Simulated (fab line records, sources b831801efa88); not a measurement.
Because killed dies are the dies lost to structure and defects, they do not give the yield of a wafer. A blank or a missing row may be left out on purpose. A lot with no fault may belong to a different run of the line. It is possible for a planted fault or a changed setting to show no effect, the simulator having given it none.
The tool behind it: which one? || flow gf180mcu || Sampling: 12 lots, 36 wafers, 2 of 602 route steps

WHAT EACH GAUGE READ, for each wafer
GF_M2_THK_MEAS_06: measures by xrf. Usual: for M2_ALCU_THK the level is 447 nm and the standard deviation is 5.3.
{"lot": "L109", "measured": "day 19 09:21", "on": "filmMetro-01", "M2_ALCU_THK (nm)": "448 446 444", "flag": ""}
{"lot": "L110", "measured": "day 19 18:50", "on": "filmMetro-04", "M2_ALCU_THK (nm)": "451 443 442", "flag": ""}
{"lot": "L113", "measured": "day 20 22:52", "on": "filmMetro-04", "M2_ALCU_THK (nm)": "445 450 452", "flag": ""}
{"lot": "L116", "measured": "day 22 08:56", "on": "filmMetro-01", "M2_ALCU_THK (nm)": "446 438 446", "flag": ""}
{"lot": "L118", "measured": "day 23 00:01", "on": "filmMetro-02", "M2_ALCU_THK (nm)": "458 450 459", "flag": ""}
{"lot": "L119", "measured": "day 23 06:37", "on": "filmMetro-01", "M2_ALCU_THK (nm)": "451 453 445", "flag": ""}
{"lot": "L121", "measured": "day 24 02:19", "on": "filmMetro-01", "M2_ALCU_THK (nm)": "445 439 447", "flag": ""}
{"lot": "L123", "measured": "day 24 10:56", "on": "filmMetro-01", "M2_ALCU_THK (nm)": "444 444 442", "flag": ""}
{"lot": "L124", "measured": "day 24 19:26", "on": "filmMetro-04", "M2_ALCU_THK (nm)": "442 445 437", "flag": ""}
{"lot": "L125", "measured": "day 25 00:10", "on": "filmMetro-02", "M2_ALCU_THK (nm)": "447 447 446", "flag": ""}
{"lot": "L126", "measured": "day 25 07:08", "on": "filmMetro-01", "M2_ALCU_THK (nm)": "444 446 441", "flag": ""}
{"lot": "L129", "measured": "day 26 07:19", "on": "filmMetro-04", "M2_ALCU_THK (nm)": "446 448 440", "flag": ""}

WHICH TOOL RAN EACH LOT (tool, then ch and the chambers of the sampled wafers, then the start)
{"lot": "L109", "GF_V1_CMP_26": "cmp-01 ch 1,2, day 19 08:44"}
{"lot": "L110", "GF_V1_CMP_26": "cmp-02 ch 0,2,3, day 19 18:16"}
{"lot": "L113", "GF_V1_CMP_26": "cmp-01 ch 2,3, day 20 22:13"}
{"lot": "L116", "GF_V1_CMP_26": "cmp-02 ch 0,1, day 22 08:16"}
{"lot": "L118", "GF_V1_CMP_26": "cmp-01 ch 1,2,3, day 22 23:22"}
{"lot": "L119", "GF_V1_CMP_26": "cmp-01 ch 2,3, day 23 06:00"}
{"lot": "L121", "GF_V1_CMP_26": "cmp-01 ch 0,3, day 24 01:42"}
{"lot": "L123", "GF_V1_CMP_26": "cmp-02 ch 0,3, day 24 10:15"}
{"lot": "L124", "GF_V1_CMP_26": "cmp-01 ch 2,3, day 24 18:50"}
{"lot": "L125", "GF_V1_CMP_26": "cmp-02 ch 0,2,3, day 24 23:32"}
{"lot": "L126", "GF_V1_CMP_26": "cmp-01 ch 0,2, day 25 06:29"}
{"lot": "L129", "GF_V1_CMP_26": "cmp-02 ch 1,2, day 26 06:39"}
- GF_V1_CMP_26: polishes, stops on SiO2, t overpolish 15 s, target thk 0 nm.

WHAT THE TOOLS THEMSELVES READ (means of the sampled wafers that have a number; where no wafer has one, the mark that the record gives instead)
GF_V1_CMP_26. Usual: headPressurePsi 3.499 psi, standard deviation 0.0074; motorCurrentA 11.8 A, standard deviation 1.6; overpolishRunS 15.000 s, standard deviation 0.0087; timeToEndpointS 87 s, standard deviation 3.5.
{"lot": "L109", "tool": "cmp-01", "headPressurePsi (psi)": 3.495, "motorCurrentA (A)": 11.0, "overpolishRunS (s)": 15.003, "timeToEndpointS (s)": 90, "flag": ""}
{"lot": "L110", "tool": "cmp-02", "headPressurePsi (psi)": 3.507, "motorCurrentA (A)": 13.4, "overpolishRunS (s)": 15.004, "timeToEndpointS (s)": 85, "flag": ""}
{"lot": "L113", "tool": "cmp-01", "headPressurePsi (psi)": 3.498, "motorCurrentA (A)": 11.0, "overpolishRunS (s)": 14.998, "timeToEndpointS (s)": 90, "flag": ""}
{"lot": "L116", "tool": "cmp-02", "headPressurePsi (psi)": 3.496, "motorCurrentA (A)": 13.5, "overpolishRunS (s)": 15.007, "timeToEndpointS (s)": 84, "flag": ""}
{"lot": "L118", "tool": "cmp-01", "headPressurePsi (psi)": 3.497, "motorCurrentA (A)": 10.7, "overpolishRunS (s)": 14.994, "timeToEndpointS (s)": 86, "flag": ""}
{"lot": "L119", "tool": "cmp-01", "headPressurePsi (psi)": 3.501, "motorCurrentA (A)": 10.7, "overpolishRunS (s)": 14.997, "timeToEndpointS (s)": 88, "flag": ""}
{"lot": "L121", "tool": "cmp-01", "headPressurePsi (psi)": 3.494, "motorCurrentA (A)": 10.9, "overpolishRunS (s)": 15.010, "timeToEndpointS (s)": 84, "flag": ""}
{"lot": "L123", "tool": "cmp-02", "headPressurePsi (psi)": 3.505, "motorCurrentA (A)": 14.4, "overpolishRunS (s)": 14.994, "timeToEndpointS (s)": 88, "flag": ""}
{"lot": "L124", "tool": "cmp-01", "headPressurePsi (psi)": 3.492, "motorCurrentA (A)": 11.1, "overpolishRunS (s)": 14.998, "timeToEndpointS (s)": 89, "flag": ""}
{"lot": "L125", "tool": "cmp-02", "headPressurePsi (psi)": 3.498, "motorCurrentA (A)": 13.9, "overpolishRunS (s)": 15.002, "timeToEndpointS (s)": 87, "flag": ""}
{"lot": "L126", "tool": "cmp-01", "headPressurePsi (psi)": 3.502, "motorCurrentA (A)": 11.6, "overpolishRunS (s)": 15.006, "timeToEndpointS (s)": 84, "flag": ""}
{"lot": "L129", "tool": "cmp-02", "headPressurePsi (psi)": 3.503, "motorCurrentA (A)": 12.5, "overpolishRunS (s)": 14.996, "timeToEndpointS (s)": 87, "flag": ""}

THE ANSWER, worked out from the rows above alone
Rule: a lot is off if the mean of its wafers that have a number lies more than 3 standard deviations from the usual mean. A lot without any number at a reading at which 4 lots or more have one is off too. Any other lot the step has rows for is counted as sound. The gauges are gone through in route order, then the tools' own readings, and for those a lot's mean is taken as printed above. At the first step where some lot is off, the reading lying furthest off is the one used; lots without a number count as furthest.
Across all readings shown, no lot is off: no conclusion can be drawn from this.

WHAT THE SIMULATOR HAD PUT IN
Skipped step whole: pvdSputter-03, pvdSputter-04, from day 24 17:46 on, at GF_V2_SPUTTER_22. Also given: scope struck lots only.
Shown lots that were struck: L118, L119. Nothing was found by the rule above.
